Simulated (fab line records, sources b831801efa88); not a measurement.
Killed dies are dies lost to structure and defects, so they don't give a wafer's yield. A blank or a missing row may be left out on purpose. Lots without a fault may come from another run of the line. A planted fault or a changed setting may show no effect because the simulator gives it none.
fab line records | flow sfq_line
record lots=6 wafers=18 last_day=90
route steps=325 shown M2@92 I2@103 M3@118 I3@133 M8@325
lots that met no fault: from a run of the same line without faults
start_h: hours from the record's first day to the start of the lot's first wafer shown | wait_h: hours since the lot's step before | " the same as in the row above | L1.1+2: a row that stands for several wafers | - no value, or no start given | * or withheld: withheld | < > ~ a bound
route shown NAME@n: a module of which the file shows steps, and the number in the route of the first | usual: mean/standard deviation of fault-free wafers | same: alike in all rows | chamber/n: place in a boat | sites: the reading at each site | _std_site: their standard deviation | _edge_site: outer sites' mean less inner sites' | radius_mm: how far each site lies from the wafer's centre | mask NAME#n: copy n | behind: the tool/chamber that last shaped the wafer | hold: why the lot was held/for how many hours/how that ended | device: the transistor (n, p or np) that didn't switch | end of line: the same wafers' tests at the end of the route | a step without rows: its recipe alone | killed: dies lost to structure and defects at the first sort, not the wafer's yield | map: a wafer's dies, x killed, . not, _ none there
set.NAME: the setting as run; set.NAME@STEP: as run at that earlier step | model.NAME: the simulator's own value behind a step, which no gauge read
lots at some steps of the route; a table a step, a row a wafer
services: from which hour (start_h, from the record's first day; less than 0 if before it) a tool's chamber was out of use, for how many hours, and why
## steps
# step SFQ_TRILAYER_M2_LITHO_COAT_062
# recipe resist=BARC spin_rpm=3000 resist_thk_nm=62
# step SFQ_TRILAYER_M2_LITHO_COAT_057
# recipe resist=KrF spin_rpm=3000 resist_thk_nm=600
# step SFQ_TRILAYER_M2_LITHO_SOFTBAKE_061
# recipe temp_c=withheld time_s=withheld resist=KrF
# step SFQ_TRILAYER_M2_LITHO_EXPOSE_058
# recipe mask_id=M2 na=0.6 source_shape=conventional sigma_outer=0.65 target_cd_nm=500 dose_mj=14.4
# step SFQ_TRILAYER_M2_LITHO_PEB_060
# recipe peb_temp_c=115 peb_time_s=60 resist=KrF
# step SFQ_TRILAYER_M2_LITHO_DEVELOP_059
# recipe time_s=60 resist=KrF
# step SFQ_M2_OVL_MEAS_916
# usual M2_OVL=-1/5.7
# columns lot.wafer tool chamber start_h wait_h M2_OVL[nm]
L564.1 overlay-02 - 714.86 0.1 -2
L564.3 " - " " -5
L564.6 " - " " -2
L566.2 overlay-01 - 725.80 0.1 -5
L566.3 " - " " 1
L566.6 " - " " 0
L573.1 overlay-01 - 765.52 0.1 5
L573.3 " - " " -1
L573.4 " - " " 1
L575.1 overlay-01 - 787.12 0.1 1
L575.2 " - " " -9
L575.3 " - " " -5
L577.2 overlay-02 - 809.03 0.1 6
L577.3 " - " " 6
L577.5 " - " " 7
L579.2 overlay-02 - 831.09 0.1 -6
L579.3 " - " " 0
L579.5 " - " " -1
# step SFQ_TRILAYER_M2_BARC_OPEN_METAL_ETCH_077
# recipe mask_material=PR chemistry=O2 target_depth_nm=125 target=BARC icp_w=600 bias_w=80 pressure_mtorr=10 time_s=41.7
# usual drypump_motor_current_A=5.4/0.32 oes_product_au=0.685/0.0048
# same time_s=41.7
# columns lot.wafer tool chamber start_h wait_h drypump_motor_current_A oes_product_au rf_hours_counter_h
L564.1 rie_metal-04 1 714.90 0.0 5.9 0.679 69
L564.3 " 1 " " 5.9 0.682 -
L564.6 " 0 " " 5.7 0.691 -
L566.2 rie_metal-03 0 725.83 0.0 5.1 0.680 47
L566.3 " 0 " " 5.1 0.693 -
L566.6 " 1 " " 5.2 0.691 -
L573.1 rie_metal-04 1 765.56 0.0 5.9 0.681 76
L573.3 " 0 " " 5.7 0.692 -
L573.4 " 1 " " 5.9 0.677 -
L575.1 rie_metal-04 1 787.16 0.0 5.9 0.678 79
L575.2 " 0 " " 5.7 0.680 38
L575.3 " 1 " " 5.9 0.679 -
L577.2 rie_metal-03 0 809.06 0.0 5.1 0.682 56
L577.3 " 1 " " 5.3 0.685 -
L577.5 " 1 " " 5.2 0.687 -
L579.2 rie_metal-03 0 831.12 0.0 5.1 0.676 59
L579.3 " 1 " " 5.3 0.694 -
L579.5 " 0 " " 5.1 0.682 -
# step SFQ_TRILAYER_M2_ETCH_METAL_ETCH_060
# recipe target=Nb stop_on=SiO2 mask_material=PR chemistry=Cl2/Ar target_depth_nm=240 icp_w=600 bias_w=80 pressure_mtorr=10 time_s=120
# step SFQ_TRILAYER_M2_STRIP_STRIP_061
# recipe gas=O2 power_w=200 platen_temp_c=40 overash_fraction=0.65 chemistry=O2 pressure_mtorr=50
# step SFQ_TRILAYER_M2_STRIP_SOLV_CLEAN_062
# recipe chemistry=NMP temp_c=70 time_s=600
# step SFQ_TRILAYER_I2_DEP_PECVD_063
# recipe material=SiO2 temp_c=150 time_s=111.11 pressure_torr=2.4 rf_w=183.3 precursor=SiH4/N2O target_thk_nm=500
# step SFQ_TRILAYER_I2_CMP_CMP_064
# recipe material=SiO2 down_force_psi=3 platen_rpm=60 pad_velocity_m_s=0.94248
# usual motor_current_A=10.4/1.3 time_to_endpoint_s=213/8.2
# columns lot.wafer tool chamber start_h wait_h motor_current_A time_to_endpoint_s model.SiO2_of_TRILAYER_I2_DEP_PECVD_063.thk_nm
L564.3 cmp-02 1 777.14 61.2 13.0 203 198.7
L564.1 " 2 " " 9.2 207 198.3
L564.6 " 0 778.64 62.7 10.0 222 199.7
L566.3 cmp-01 1 783.50 56.7 9.5 208 197.3
L566.2 " 2 " " 9.8 211 197.4
L566.6 " 3 " " 10.6 220 198.8
L573.4 cmp-01 1 806.50 39.9 10.1 213 200.5
L573.1 " 2 " " 9.3 276 302.2
L573.3 " 3 " " 10.8 213 200
L575.2 cmp-01 2 822.10 33.9 9.9 275 300.8
L575.3 " 3 " " 10.8 212 198.3
L575.1 " 1 823.60 35.4 9.6 278 302.8
L577.3 cmp-02 2 830.14 20.1 9.5 220 199.1
L577.2 " 3 " " 11.6 213 199
L577.5 " 2 832.14 22.0 9.3 224 198
L579.3 cmp-02 0 838.90 6.8 10.5 216 200
L579.2 " 2 839.90 7.8 9.2 209 198.1
L579.5 " 1 841.40 9.2 13.0 218 198.5
# step SFQ_I2_BOW_MEAS_917
# recipe mode=bow
# usual I2_BOW=1/7.6
# columns lot.wafer tool chamber start_h wait_h I2_BOW[um]
L564.1 film_metro-03 - 779.14 1.0 9
L564.3 " - " " 9
L564.6 " - " " 3
L566.2 film_metro-02 - 785.52 1.0 0
L566.3 " - " " 7
L566.6 " - " " -5
L573.1 film_metro-02 - 809.50 2.0 -3
L573.3 " - " " 1
L573.4 " - " " -3
L575.1 film_metro-01 - 825.10 1.0 4
L575.2 " - " " 10
L575.3 " - " " 4
L577.2 film_metro-02 - 833.16 2.0 15
L577.3 " - " " 23
L577.5 " - " " 6
L579.2 film_metro-02 - 841.92 1.5 7
L579.3 " - " " -2
L579.5 " - " " -6
# step SFQ_TRILAYER_I2_METRO_MEASURE_065
# usual thk_nm=199.3/1.2
# columns lot.wafer tool chamber start_h wait_h thk_nm
L564.1 film_metro-03 - 779.26 0.1 198.4
L564.3 " - " " 198.8
L564.6 " - " " 199.7
L566.2 film_metro-02 - 785.82 0.3 197.3
L566.3 " - " " 197.4
L566.6 " - " " 198.8
L573.1 film_metro-02 - 809.62 0.1 302.2
L573.3 " - " " 199.9
L573.4 " - " " 200.5
L575.1 film_metro-01 - 825.22 0.1 302.8
L575.2 " - " " 300.9
L575.3 " - " " 198.2
L577.2 film_metro-02 - 833.46 0.3 199.0
L577.3 " - " " 199.0
L577.5 " - " " 198.0
L579.2 film_metro-02 - 842.22 0.3 198.0
L579.3 " - " " 200.2
L579.5 " - " " 198.6
# step SFQ_TRILAYER_I2_VIA_LITHO_COAT_072
# recipe resist=BARC spin_rpm=3000 resist_thk_nm=62
# step SFQ_TRILAYER_I2_VIA_LITHO_COAT_067
# recipe resist=KrF spin_rpm=3000 resist_thk_nm=650
# step SFQ_TRILAYER_I2_VIA_LITHO_SOFTBAKE_071
# recipe temp_c=withheld time_s=withheld resist=KrF
# step SFQ_TRILAYER_I2_VIA_LITHO_EXPOSE_068
# recipe mask_id=I2 na=0.6 source_shape=conventional sigma_outer=0.65 target_cd_nm=500 dose_mj=21.3
# step SFQ_TRILAYER_I2_VIA_LITHO_PEB_070
# recipe peb_temp_c=115 peb_time_s=60 resist=KrF
# step SFQ_TRILAYER_I2_VIA_LITHO_DEVELOP_069
# recipe time_s=60 resist=KrF
# step SFQ_I2_OVL_MEAS_918
# usual I2_OVL=1/5.2
# columns lot.wafer tool chamber start_h wait_h I2_OVL[nm]
L564.1 overlay-01 - 782.71 0.1 4
L564.3 " - " " 1
L564.6 " - " " -4
L566.2 overlay-01 - 908.95 0.1 5
L566.3 " - " " -1
L566.6 " - " " 8
L573.1 overlay-02 - 946.47 0.1 5
L573.3 " - " " -1
L573.4 " - " " -1
L575.1 overlay-01 - 971.67 0.1 -8
L575.2 " - " " -11
L575.3 " - " " -6
L577.2 overlay-01 - 977.80 0.1 0
L577.3 " - " " 2
L577.5 " - " " 3
L579.2 overlay-01 - 992.20 0.1 6
L579.3 " - " " 8
L579.5 " - " " 6
# step SFQ_TRILAYER_I2_VIA_BARC_OPEN_VIA_ETCH_096
# recipe mask_material=PR chemistry=O2 target_depth_nm=125 target=BARC source_w=500 bias_w=80 pressure_mtorr=30 time_s=41.7
# step SFQ_TRILAYER_I2_VIA_ETCH_VIA_ETCH_070
# recipe target=SiO2 stop_on=Nb mask_material=PR taper_deg=20 chemistry=CHF3 target_depth_nm=260 source_w=500 bias_w=80 pressure_mtorr=30 time_s=withheld
# usual drypump_motor_current_A=5.6/0.36 oes_product_au=0.853/0.0055
# columns lot.wafer tool chamber start_h wait_h drypump_motor_current_A oes_product_au model.I2.feature_depth_nm model.etch.depth_nm
L564.1 rie_diel-01 1 782.79 0.0 5.8 0.849 198.3 198.3
L564.3 " 0 " " 5.4 0.855 198.7 198.7
L564.6 " 2 " " 6.0 0.849 199.7 199.7
L566.2 rie_diel-01 2 909.01 0.0 6.0 0.848 197.4 197.4
L566.3 " 0 " " 5.4 0.851 197.3 197.3
L566.6 " 1 " " 5.8 0.853 198.8 198.8
L573.1 rie_diel-02 2 946.55 0.0 5.8 0.995 259 259
L573.3 " 3 " " 5.8 0.860 200 200
L573.4 " 0 " " 5.5 0.851 200.5 200.5
L575.1 rie_diel-03 2 971.75 0.0 6.2 1.012 268 268
L575.2 " 3 " " 5.3 1.028 269.7 269.7
L575.3 " 1 " " 5.7 0.853 198.3 198.3
L577.2 rie_diel-02 2 977.87 0.0 5.8 0.852 199 199
L577.3 " 0 " " 5.5 0.849 199.1 199.1
L577.5 " 2 " " 5.8 0.843 198 198
L579.2 rie_diel-01 3 992.27 0.0 5.2 0.848 198.1 198.1
L579.3 " 1 " " 5.8 0.863 200 200
L579.5 " 3 " " 5.2 0.846 198.5 198.5
# step SFQ_TRILAYER_I2_VIA_STRIP_STRIP_071
# recipe gas=O2 power_w=200 platen_temp_c=40 overash_fraction=0.65 chemistry=O2 pressure_mtorr=50
# usual drypump_motor_current_A=5.7/0.54 oes_product_au=1.001/0.011
# same overash_fraction=0.65
# columns lot.wafer tool chamber start_h wait_h drypump_motor_current_A oes_product_au rf_hours_counter_h
L564.1 rie_metal-01 1 782.90 - 6.7 1.001 28
L564.3 " 0 " " 5.1 1.004 -
L564.6 " 0 " " 5.1 0.997 -
L566.2 rie_metal-04 1 909.13 - 5.9 1.007 96
L566.3 " 0 " " 5.7 1.023 -
L566.6 " 1 " " 5.9 0.999 -
L573.1 rie_metal-01 1 946.66 - 6.6 0.996 54
L573.3 " 1 " " 6.7 0.986 -
L573.4 " 0 " " 5.1 1.005 -
L575.1 rie_metal-04 0 971.86 - 5.7 1.023 64
L575.2 " 1 " " 5.9 1.001 105
L575.3 " 0 " " 5.7 1.019 -
L577.2 rie_metal-01 1 977.98 - 6.7 0.990 59
L577.3 " 0 " " 5.1 1.003 -
L577.5 " 1 " " 6.7 0.996 -
L579.2 rie_metal-04 0 992.38 - 5.7 1.027 68
L579.3 " 1 " " 5.9 1.010 -
L579.5 " 1 " " 5.9 1.011 -
# step SFQ_TRILAYER_I2_VIA_STRIP_SOLV_CLEAN_072
# recipe chemistry=NMP temp_c=70 time_s=600
# step SFQ_TRILAYER_M3_DEP_PRE_CLEAN_074
# recipe gas=Ar time_s=22.5 bias_v=250
# usual bias_v=250.2/2.5
# same time_s=22.5
# columns lot.wafer tool chamber start_h wait_h bias_v model.SiO2_of_TRILAYER_I2_DEP_PECVD_063.thk_nm
L564.1 pvd_sputter-03 - 783.67 0.0 248.3 190.8
L564.3 " - " " 249.5 191.2
L564.6 " - " " 248.4 192.2
L566.2 pvd_sputter-03 - 909.90 0.0 245.8 189.9
L566.3 " - " " 245.9 189.8
L566.6 " - " " 246.9 191.3
L573.1 pvd_sputter-06 - 947.61 0.0 250.7 294.7
L573.3 " - " " 249.4 192.5
L573.4 " - " " 251.4 193
L575.1 pvd_sputter-05 - 972.81 0.0 248.9 295.3
L575.2 " - " " 248.7 293.3
L575.3 " - " " 249.8 190.8
L577.2 pvd_sputter-05 - 978.77 0.0 248.7 191.5
L577.3 " - " " 246.8 191.6
L577.5 " - " " 250.4 190.5
L579.2 pvd_sputter-05 - 993.17 0.0 249.8 190.6
L579.3 " - " " 252.6 192.5
L579.5 " - " " 251.3 191
# step SFQ_TRILAYER_M3_DEP_SPUTTER_073
# recipe material=Nb base_pressure_pa=1.33e-06 chamber_pressure_pa=0.1333 substrate_temp_c=20 resputter_cathode_voltage_v=400 target_thk_nm=200 power_w=2000 time_s=133.3
# usual resputter_cathode_voltage_v=400/4.1 throttle_valve_pct=30.2/0.99
# same time_s=133.3
# columns lot.wafer tool chamber start_h wait_h resputter_cathode_voltage_v throttle_valve_pct
L564.1 pvd_sputter-03 - 783.70 0.0 407 28.9
L564.3 " - " " 406 28.6
L564.6 " - " " 391 31.0
L566.2 pvd_sputter-03 - 909.93 0.0 403 29.5
L566.3 " - " " 394 30.9
L566.6 " - " " 401 29.7
L573.1 pvd_sputter-06 - 947.64 0.0 401 32.1
L573.3 " - " " 401 31.6
L573.4 " - " " 396 29.3
L575.1 pvd_sputter-05 - 972.84 0.0 390 31.4
L575.2 " - " " 409 30.1
L575.3 " - " " 395 30.2
L577.2 pvd_sputter-05 - 978.80 0.0 396 30.3
L577.3 " - " " 399 29.9
L577.5 " - " " 403 31.5
L579.2 pvd_sputter-05 - 993.20 0.0 406 30.4
L579.3 " - " " 398 29.9
L579.5 " - " " 402 29.9
# step SFQ_M3_RS_MEAS_919
# recipe thk_meas_gauge=four-point-probe reads=Nb_of_TRILAYER_M3_DEP_SPUTTER_073
# usual M3_NB_RS=0.889/0.01
# columns lot.wafer tool chamber start_h wait_h M3_NB_RS[ohm/sq]
L564.1 film_metro-02 - 783.79 0.0 0.910
L564.3 " - " " 0.898
L564.6 " - " " 0.899
L566.2 film_metro-02 - 910.04 0.1 0.890
L566.3 " - " " 0.903
L566.6 " - " " 0.895
L573.1 film_metro-02 - 947.73 0.0 0.874
L573.3 " - " " 0.879
L573.4 " - " " 0.876
L575.1 film_metro-01 - 972.93 0.0 0.886
L575.2 " - " " 0.880
L575.3 " - " " 0.879
L577.2 film_metro-04 - 978.91 0.1 0.897
L577.3 " - " " 0.885
L577.5 " - " " 0.897
L579.2 film_metro-04 - 993.31 0.1 0.897
L579.3 " - " " 0.893
L579.5 " - " " 0.897
# step SFQ_TRILAYER_M3_LITHO_COAT_080
# recipe resist=BARC spin_rpm=3000 resist_thk_nm=62
# step SFQ_TRILAYER_M3_LITHO_COAT_075
# recipe resist=KrF spin_rpm=3000 resist_thk_nm=600
# step SFQ_TRILAYER_M3_LITHO_SOFTBAKE_079
# recipe temp_c=withheld time_s=withheld resist=KrF
# step SFQ_TRILAYER_M3_LITHO_EXPOSE_076
# recipe mask_id=M3 na=0.6 source_shape=conventional sigma_outer=0.65 target_cd_nm=500 dose_mj=14.4
# step SFQ_TRILAYER_M3_LITHO_PEB_078
# recipe peb_temp_c=115 peb_time_s=60 resist=KrF
# step SFQ_TRILAYER_M3_LITHO_DEVELOP_077
# recipe time_s=60 resist=KrF
# step SFQ_M3_OVL_MEAS_921
# usual M3_OVL=1/5.5
# columns lot.wafer tool chamber start_h wait_h M3_OVL[nm]
L564.1 overlay-02 - 786.22 0.1 4
L564.3 " - " " 0
L564.6 " - " " 3
L566.2 overlay-01 - 913.71 0.1 8
L566.3 " - " " 0
L566.6 " - " " 5
L573.1 overlay-01 - 1089.57 0.1 6
L573.3 " - " " 2
L573.4 " - " " -3
L575.1 overlay-02 - 1109.46 0.1 12
L575.2 " - " " 1
L575.3 " - " " 5
L577.2 overlay-02 - 1113.06 0.1 -1
L577.3 " - " " -5
L577.5 " - " " -5
L579.2 overlay-01 - 1122.66 0.1 3
L579.3 " - " " -1
L579.5 " - " " 4
# step SFQ_TRILAYER_M3_BARC_OPEN_METAL_ETCH_100
# recipe mask_material=PR chemistry=O2 target_depth_nm=125 target=BARC icp_w=600 bias_w=80 pressure_mtorr=10 time_s=41.7
# usual drypump_motor_current_A=5.5/0.6 oes_product_au=0.684/0.0046
# same time_s=41.7
# columns lot.wafer tool chamber start_h wait_h drypump_motor_current_A oes_product_au rf_hours_counter_h
L564.1 rie_metal-02 0 786.26 0.0 5.0 0.685 57
L564.3 " 0 " " 5.0 0.687 -
L564.6 " 0 " " 5.0 0.680 -
L566.2 rie_metal-03 0 913.74 0.0 5.1 0.680 72
L566.3 " 1 " " 5.2 0.688 -
L566.6 " 0 " " 5.1 0.688 -
L573.1 rie_metal-01 0 1089.60 0.0 5.1 0.680 98
L573.3 " 0 " " 5.1 0.687 -
L573.4 " 1 " " 6.6 0.682 -
L575.1 rie_metal-01 0 1109.49 0.0 5.1 0.690 101
L575.2 " 1 " " 6.7 0.682 78
L575.3 " 0 " " 5.1 0.683 -
L577.2 rie_metal-02 1 1113.09 0.0 5.7 0.676 79
L577.3 " 1 " " 5.7 0.688 -
L577.5 " 0 " " 5.0 0.690 -
L579.2 rie_metal-03 0 1122.69 0.0 5.1 0.686 106
L579.3 " 1 " " 5.2 0.689 -
L579.5 " 1 " " 5.2 0.687 -
# step SFQ_TRILAYER_M3_ETCH_METAL_ETCH_078
# recipe target=Nb stop_on=SiO2 mask_material=PR chemistry=Cl2/Ar target_depth_nm=240 icp_w=600 bias_w=80 pressure_mtorr=10 time_s=120
# usual drypump_motor_current_A=5.5/0.6 oes_product_au=0.895/0.0069
# same time_s=120
# columns lot.wafer tool chamber start_h wait_h drypump_motor_current_A oes_product_au rf_hours_counter_h
L564.1 rie_metal-02 0 786.32 0.0 5.0 0.879 57
L564.3 " 0 " " 5.0 0.885 -
L564.6 " 0 " " 5.0 0.882 -
L566.2 rie_metal-03 1 913.85 0.1 5.2 0.893 -
L566.3 " 1 " " 5.2 0.887 -
L566.6 " 1 " " 5.2 0.891 -
L573.1 rie_metal-01 0 1089.68 0.1 5.1 0.898 98
L573.3 " 0 " " 5.1 0.897 -
L573.4 " 1 " " 6.7 0.899 -
L575.1 rie_metal-01 0 1109.55 0.0 5.1 0.897 101
L575.2 " 1 " " 6.6 0.910 78
L575.3 " 0 " " 5.1 0.901 -
L577.2 rie_metal-02 1 1113.15 0.0 5.7 0.898 79
L577.3 " 1 " " 5.7 0.894 -
L577.5 " 0 " " 5.0 0.896 -
L579.2 rie_metal-03 0 1122.75 0.0 5.1 0.881 106
L579.3 " 1 " " 5.2 0.893 -
L579.5 " 1 " " 5.2 0.891 -
# step SFQ_TRILAYER_M3_STRIP_STRIP_079
# recipe gas=O2 power_w=200 platen_temp_c=40 overash_fraction=0.65 chemistry=O2 pressure_mtorr=50
# step SFQ_TRILAYER_M3_STRIP_SOLV_CLEAN_080
# recipe chemistry=NMP temp_c=70 time_s=600
# step SFQ_TRILAYER_I3_DEP_PECVD_081
# recipe material=SiO2 temp_c=150 time_s=111.11 pressure_torr=2.4 rf_w=183.3 precursor=SiH4/N2O target_thk_nm=500
# step SFQ_M8_BOW_MEAS_951
# recipe mode=bow
# usual M8_BOW=6/12
# columns lot.wafer tool chamber start_h wait_h M8_BOW[um] model.etest.i2.link_ohm
L564.1 film_metro-02 - 1841.91 0.0 13 1.996
L564.3 " - " " 14 1.982
L564.6 " - " " 7 1.988
L566.2 film_metro-02 - 1844.33 0.0 11 1.961
L566.3 " - " " 16 1.984
L566.6 " - " " 6 1.974
L573.1 film_metro-01 - 2036.73 0.0 12 1e+06
L573.3 " - " " 13 1.948
L573.4 " - " " 10 1.947
L575.1 film_metro-02 - 2079.08 0.0 2 1e+06
L575.2 " - " " 7 1e+06
L575.3 " - " " 2 1.958
L577.2 film_metro-01 - 2100.15 0.0 29 2
L577.3 " - " " 35 1.988
L577.5 " - " " 20 2.002
L579.2 film_metro-03 - 2149.37 0.0 23 1.964
L579.3 " - " " 17 1.964
L579.5 " - " " 12 1.976
## services
# columns tool chamber start_h hours kind
rie_metal-01 - 694.05 2.8 pm
pvd_sputter-03 - 712.44 14.2 repair
rie_metal-02 - 742.32 2.8 pm
rie_metal-02 1 766.66 2.5 repair
rie_metal-03 - 775.99 1.6 repair
rie_metal-03 - 786.71 14.6 pm
rie_metal-01 - 798.07 0.6 repair
pvd_sputter-03 - 807.41 7.8 repair
film_metro-02 - 807.82 0.1 pm
film_metro-02 - 825.70 1.3 pm
rie_metal-03 1 836.29 15.4 repair
pvd_sputter-03 - 838.44 0.6 repair
pvd_sputter-05 - 842.67 0.7 repair
pvd_sputter-03 - 843.21 2.6 repair
pvd_sputter-03 - 870.37 1.4 repair
pvd_sputter-03 - 873.74 3.3 repair
rie_metal-02 0 882.00 13.3 repair
film_metro-02 - 887.80 0.8 pm
rie_metal-04 - 910.24 0.8 repair
rie_metal-03 - 911.19 1.9 repair
rie_metal-02 1 914.88 6.1 repair
film_metro-02 - 930.60 4.1 pm
pvd_sputter-05 - 994.78 2.3 repair
rie_metal-01 - 1006.23 1.4 pm
## key
first_sign step=SFQ_TRILAYER_I2_CMP_CMP_064 reading=time_to_endpoint_s direction=up sigmas=7.6 usual=* struck=*
effect step=SFQ_TRILAYER_I2_METRO_MEASURE_065 reading=thk_nm direction=up sigmas=87 usual=199.3 struck=302.0
effect step=SFQ_TRILAYER_I2_VIA_ETCH_VIA_ETCH_070 reading=oes_product_au direction=up sigmas=29 usual=0.853 struck=1.012
model_effect step=SFQ_TRILAYER_I2_CMP_CMP_064 value=SiO2_of_TRILAYER_I2_DEP_PECVD_063.thk_nm without=198.1 struck=302
model_effect step=SFQ_TRILAYER_I2_VIA_ETCH_VIA_ETCH_070 value=I2.feature_depth_nm without=198.1 struck=265.5
model_effect step=SFQ_TRILAYER_M3_DEP_PRE_CLEAN_074 value=SiO2_of_TRILAYER_I2_DEP_PECVD_063.thk_nm without=190.6 struck=294.5
model_effect step=SFQ_M8_BOW_MEAS_951 value=etest.i2.link_ohm without=1.951 struck=1e+06
met_at SFQ_TRILAYER_I2_CMP_CMP_064
struck_wafers L573.1,L575.1,L575.2
onset_between 783.50 806.50
fault kind=process_parameter_drift tool=cmp-01 chamber=- onset_h=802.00 steps=SFQ_TRILAYER_I2_CMP_CMP_064 channel=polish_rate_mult offset=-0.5 shape=step end_h=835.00 scope=struck_wafers_only
